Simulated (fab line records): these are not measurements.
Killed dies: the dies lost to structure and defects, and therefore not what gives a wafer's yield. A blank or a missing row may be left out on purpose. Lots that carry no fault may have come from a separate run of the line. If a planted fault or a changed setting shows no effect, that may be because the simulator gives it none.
What tool caused it? || flow gf180mcu || 18 wafers from 6 lots sampled at 3 of the route's 602 steps

WHAT THE GAUGES READ, wafer by wafer
GF_HV_LDD_CD_MEAS_07: target cd 400 nm.
{"lot": "L558", "measured": "day 10 21:22", "on": "cd sem-02", "cd nm (nm)": "393.9 396.3 398.0"}
{"lot": "L560", "measured": "day 11 11:23", "on": "cd sem-02", "cd nm (nm)": "398.7 399.1 396.5"}
{"lot": "L569", "measured": "day 14 06:45", "on": "cd sem-01", "cd nm (nm)": "400.1 400.6 399.7"}
{"lot": "L572", "measured": "day 15 04:52", "on": "cd sem-01", "cd nm (nm)": "396.4 394.8 392.1"}
{"lot": "L574", "measured": "day 15 19:23", "on": "cd sem-02", "cd nm (nm)": "404.1 402.0 400.3"}
{"lot": "L577", "measured": "day 16 15:14", "on": "cd sem-02", "cd nm (nm)": "403.5 402.3 402.0"}

WHICH TOOL RAN EACH LOT (tool, then ch and the chambers of the sampled wafers, then the start)
{"lot": "L558", "GF_VT_IMPLANT_STRIP_09": "plasma asher-01 ch 0,1, day 6 12:04", "GF_HV_LDD_DEVELOP_06": "litho track-02 ch 0, day 10 21:13"}
{"lot": "L560", "GF_VT_IMPLANT_STRIP_09": "plasma asher-02 ch 0,1, day 6 22:21", "GF_HV_LDD_DEVELOP_06": "litho track-01 ch 0, day 11 11:15"}
{"lot": "L569", "GF_VT_IMPLANT_STRIP_09": "plasma asher-02 ch 0,1, day 9 03:46", "GF_HV_LDD_DEVELOP_06": "litho track-02 ch 0, day 14 06:37"}
{"lot": "L572", "GF_VT_IMPLANT_STRIP_09": "plasma asher-01 ch 0,1, day 9 22:28", "GF_HV_LDD_DEVELOP_06": "litho track-04 ch 0, day 15 04:43"}
{"lot": "L574", "GF_VT_IMPLANT_STRIP_09": "plasma asher-04 ch 0,1, day 10 11:31", "GF_HV_LDD_DEVELOP_06": "litho track-02 ch 0, day 15 19:14"}
{"lot": "L577", "GF_VT_IMPLANT_STRIP_09": "plasma asher-02 ch 0,1, day 11 06:58", "GF_HV_LDD_DEVELOP_06": "litho track-02 ch 0, day 16 15:05"}
- GF_VT_IMPLANT_STRIP_09: strips in O2/N2.
- GF_HV_LDD_DEVELOP_06: develop time 60 s.

THE ANSWER, worked out from the rows above alone
Rule: what is usual is taken from the lots themselves. The widest of any qualifying gaps counts: lots, ordered by their means at a reading, are off when they make up no more than a third of the lots, leave a main group of 4 or more, and stand apart from it by 3 or more times the standard deviation of that group's means. The tables above print the reading to a certain number of digits; a main group whose means all agree to those digits is not used. A lot without any number at a reading at which 4 lots or more have one is off too. Any other lot the step has rows for is counted as sound.
Across all readings shown, no lot is off: no conclusion can be drawn from this.

WHAT WAS PUT IN BY THE SIMULATOR
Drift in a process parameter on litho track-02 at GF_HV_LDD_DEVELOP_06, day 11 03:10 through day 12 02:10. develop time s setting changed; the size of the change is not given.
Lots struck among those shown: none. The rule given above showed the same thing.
